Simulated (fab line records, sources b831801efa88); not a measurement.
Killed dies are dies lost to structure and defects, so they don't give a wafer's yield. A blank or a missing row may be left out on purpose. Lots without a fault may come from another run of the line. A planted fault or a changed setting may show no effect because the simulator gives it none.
fab line records | flow sky130
record lots=14 wafers=42 last_day=50
route steps=708 shown VT_ADJUST_NCORE@127 VT_ADJUST_HVTR@142 SONOS_TUNNEL@159 SONOS_ONO@169
lots that met no fault: from a run of the same line without faults
start_h: hours from the record's first day to the start of the lot's first wafer shown | wait_h: hours since the lot's step before | " the same as in the row above | L1.1+2: a row that stands for several wafers | - no value, or no start given | * or withheld: withheld | < > ~ a bound
route shown NAME@n: a module of which the file shows steps, and the number in the route of the first | usual: mean/standard deviation of fault-free wafers | same: alike in all rows | chamber/n: place in a boat | sites: the reading at each site | _std_site: their standard deviation | _edge_site: outer sites' mean less inner sites' | radius_mm: how far each site lies from the wafer's centre | mask NAME#n: copy n | behind: the tool/chamber that last shaped the wafer | hold: why the lot was held/for how many hours/how that ended | device: the transistor (n, p or np) that didn't switch | end of line: the same wafers' tests at the end of the route | a step without rows: its recipe alone | killed: dies lost to structure and defects at the first sort, not the wafer's yield | map: a wafer's dies, x killed, . not, _ none there
set.NAME: the setting as run; set.NAME@STEP: as run at that earlier step | model.NAME: the simulator's own value behind a step, which no gauge read
steps of the route over a sample of lots; a table a step, a row a wafer
## steps
# step SKY_VT_ADJUST_NCORE_OVL_MEAS_08
# usual VT_ADJUST_NCORE_OVL=0.9/1.4
# columns lot.wafer tool chamber start_h wait_h VT_ADJUST_NCORE_OVL[nm]
L233.2 overlay-01 - 187.41 0.1 2.7
L233.3 " - " " 3.2
L233.4 " - " " 1.7
L235.1 overlay-01 - 200.44 0.1 1.0
L235.2 " - " " 2.1
L235.4 " - " " 1.4
L236.1 overlay-01 - 203.09 0.1 1.7
L236.2 " - " " 3.1
L236.5 " - " " 1.7
L237.1 overlay-01 - 212.29 0.1 -0.6
L237.2 " - " " -2.0
L237.3 " - " " -2.4
L238.2 overlay-02 - 218.10 0.1 -0.1
L238.3 " - " " -1.2
L238.6 " - " " 0.2
L246.3 overlay-01 - 272.30 0.1 1.4
L246.4 " - " " 0.1
L246.6 " - " " 0.9
L248.4 overlay-02 - 285.66 0.1 0.3
L248.5 " - " " 0.2
L248.6 " - " " 1.3
L249.1 overlay-01 - 303.09 0.1 0.6
L249.5 " - " " 0.5
L249.6 " - " " 0.4
L250.1 overlay-02 - 305.99 0.1 1.2
L250.4 " - " " 1.6
L250.5 " - " " 2.0
L252.1 overlay-01 - 313.24 0.1 0.1
L252.4 " - " " -0.9
L252.6 " - " " 0.1
L251.1 overlay-01 - 314.05 0.1 1.8
L251.4 " - " " -0.1
L251.5 " - " " 1.2
L253.1 overlay-02 - 324.19 0.1 1.5
L253.3 " - " " 3.7
L253.4 " - " " 0.8
L255.1 overlay-02 - 348.20 0.1 0.7
L255.2 " - " " 0.0
L255.3 " - " " -2.7
L256.3 overlay-02 - 358.30 0.1 1.2
L256.4 " - " " 1.3
L256.6 " - " " 1.1
# step SKY_VT_ADJUST_HVTR_TW_MEAS_11
# usual VT_ADJUST_HVTR_TW=213.2/1.4
# columns lot.wafer tool chamber start_h wait_h VT_ADJUST_HVTR_TW
L233.2 film_metro-04 - 209.34 0.1 211.9
L233.3 " - " " 210.7
L233.4 " - " " 211.1
L235.1 film_metro-02 - 223.83 0.1 215.4
L235.2 " - " " 215.3
L235.4 " - " " 215.5
L236.1 film_metro-03 - 225.63 0.1 213.1
L236.2 " - " " 212.2
L236.5 " - " " 212.9
L237.1 film_metro-04 - 235.38 0.1 212.4
L237.2 " - " " 212.6
L237.3 " - " " 212.4
L238.2 film_metro-04 - 241.49 0.1 212.3
L238.3 " - " " 212.3
L238.6 " - " " 212.3
L246.3 film_metro-02 - 297.10 0.1 214.3
L246.4 " - " " 214.4
L246.6 " - " " 213.9
L248.4 film_metro-04 - 311.51 0.1 213.8
L248.5 " - " " 213.4
L248.6 " - " " 213.2
L249.1 film_metro-04 - 329.39 0.1 212.4
L249.5 " - " " 213.0
L249.6 " - " " 212.3
L250.1 film_metro-02 - 332.13 0.1 213.4
L250.4 " - " " 214.5
L250.5 " - " " 214.2
L252.1 film_metro-04 - 340.09 0.1 213.1
L252.4 " - " " 212.1
L252.6 " - " " 212.7
L251.1 film_metro-04 - 340.93 0.1 213.9
L251.4 " - " " 212.8
L251.5 " - " " 212.4
L253.1 film_metro-03 - 351.38 0.1 212.2
L253.3 " - " " 213.2
L253.4 " - " " 211.8
L255.1 film_metro-02 - 376.89 0.1 214.0
L255.2 " - " " 214.9
L255.3 " - " " 214.6
L256.3 film_metro-02 - 387.25 0.1 214.0
L256.4 " - " " 214.8
L256.6 " - " " 215.5
# step SKY_SONOS_TUNNEL_PEB_05
# recipe temp_c=withheld time_s=* resist=NOVOLAK
# usual chill_plate_temp_C=* exhaust_pa=44.9/0.89
# columns lot.wafer tool chamber start_h wait_h chill_plate_temp_C exhaust_pa
L233.2 litho_track-03 0 255.16 - * 47.0
L233.3 " 0 " " * 45.0
L233.4 " 0 " " * 45.4
L235.1 litho_track-01 0 271.32 - * 46.1
L235.2 " 0 " " * 45.9
L235.4 " 0 " " * 45.7
L236.1 litho_track-02 0 271.77 - * 45.1
L236.2 " 0 " " * 43.9
L236.5 " 0 " " * 46.0
L237.1 litho_track-03 - 283.53 - - -
L237.2 " - " " - -
L237.3 " - " " - -
L238.2 litho_track-02 - 288.59 - - -
L238.3 " - " " - -
L238.6 " - " " - -
L246.3 litho_track-03 0 348.73 - * 45.2
L246.4 " 0 " " * 45.1
L246.6 " 0 " " * 44.5
L248.4 litho_track-01 0 365.09 - * 43.6
L248.5 " 0 " " * 43.4
L248.6 " 0 " " * 44.1
L249.1 litho_track-02 0 384.22 - * 45.8
L249.5 " 0 " " * 45.3
L249.6 " 0 " " * 45.5
L250.1 litho_track-02 0 387.57 - * 45.2
L250.4 " 0 " " * 44.1
L250.5 " 0 " " * 44.1
L252.1 litho_track-02 0 396.32 - * 44.5
L252.4 " 0 " " * 45.4
L252.6 " 0 " " * 45.0
L251.1 litho_track-01 0 397.87 - * 45.6
L251.4 " 0 " " * 44.8
L251.5 " 0 " " * 45.0
L253.1 litho_track-01 0 407.62 - * 45.9
L253.3 " 0 " " * 45.7
L253.4 " 0 " " * 45.6
L255.1 litho_track-02 0 436.72 - * 43.9
L255.2 " 0 " " * 45.2
L255.3 " 0 " " * 44.3
L256.3 litho_track-02 0 447.72 - * 44.3
L256.4 " 0 " " * 44.0
L256.6 " 0 " " * 43.7
# step SKY_SONOS_ONO_THK_MEAS_01
# recipe reads=SiO2_of_SONOS_ONO_OXIDATION_00
# usual SONOS_ONO_OXIDATION_THK=2.59/0.061
# columns lot.wafer tool chamber start_h wait_h SONOS_ONO_OXIDATION_THK[nm]
L233.2 film_metro-04 - 257.43 0.0 2.58
L233.3 " - " " 2.60
L233.4 " - " " 2.70
L235.1 film_metro-01 - 278.39 0.0 2.62
L235.2 " - " " 2.58
L235.4 " - " " 2.61
L236.1 film_metro-04 - 278.39 0.0 2.45
L236.2 " - " " 2.57
L236.5 " - " " 2.49
L237.1 film_metro-01 - 292.28 0.0 2.63
L237.2 " - " " 2.58
L237.3 " - " " 2.67
L238.2 film_metro-03 - 292.29 0.0 2.57
L238.3 " - " " 2.57
L238.6 " - " " 2.65
L246.3 film_metro-01 - 351.01 0.0 2.60
L246.4 " - " " 2.55
L246.6 " - " " 2.66
L248.4 film_metro-03 - 373.68 0.0 2.66
L248.5 " - " " 2.58
L248.6 " - " " 2.68
L249.1 film_metro-04 - 387.87 0.0 2.55
L249.5 " - " " 2.56
L249.6 " - " " 2.62
L250.1 film_metro-04 - 391.67 0.0 2.62
L250.4 " - " " 2.57
L250.5 " - " " 2.56
L252.1 film_metro-03 - 399.26 0.0 2.49
L252.4 " - " " 2.40
L252.6 " - " " 2.58
L251.1 film_metro-01 - 400.60 0.0 2.62
L251.4 " - " " 2.62
L251.5 " - " " 2.64
L253.1 film_metro-01 - 409.92 0.0 2.67
L253.3 " - " " 2.73
L253.4 " - " " 2.76
L255.1 film_metro-01 - 439.37 0.0 2.64
L255.2 " - " " 2.59
L255.3 " - " " 2.57
L256.3 film_metro-03 - 449.98 0.0 2.57
L256.4 " - " " 2.54
L256.6 " - " " 2.54
## key
first_sign step=SKY_SONOS_TUNNEL_PEB_05 reading=tool_record direction=missing
effect none on later readings
met_at SKY_SONOS_TUNNEL_PEB_05
struck_lots L237,L238
sort_left_out L237.1,L237.2,L237.3,L238.2,L238.3,L238.6
tester_left_out L237,L238
not_acting_at SKY_VT_ADJUST_NCORE_OVL_MEAS_08,SKY_VT_ADJUST_HVTR_TW_MEAS_11,SKY_SONOS_ONO_THK_MEAS_01
onset_between 271.77 283.53
fault kind=skipped_step_whole tool=litho_track-02,litho_track-03 chamber=- onset_h=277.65 steps=SKY_SONOS_TUNNEL_PEB_05 scope=struck_lots_only
# tester_left_out: of these lots the tester's yield and bins aren't shown, on N5 and GAA mostly nor the transistor test; their killed dies are dies lost to structure and defects alone, not to doping, threshold or leakage, so they don't give the yield
# sort_left_out: the simulated sort isn't trusted on such a fault, so these wafers' sort isn't shown, and their yield isn't known
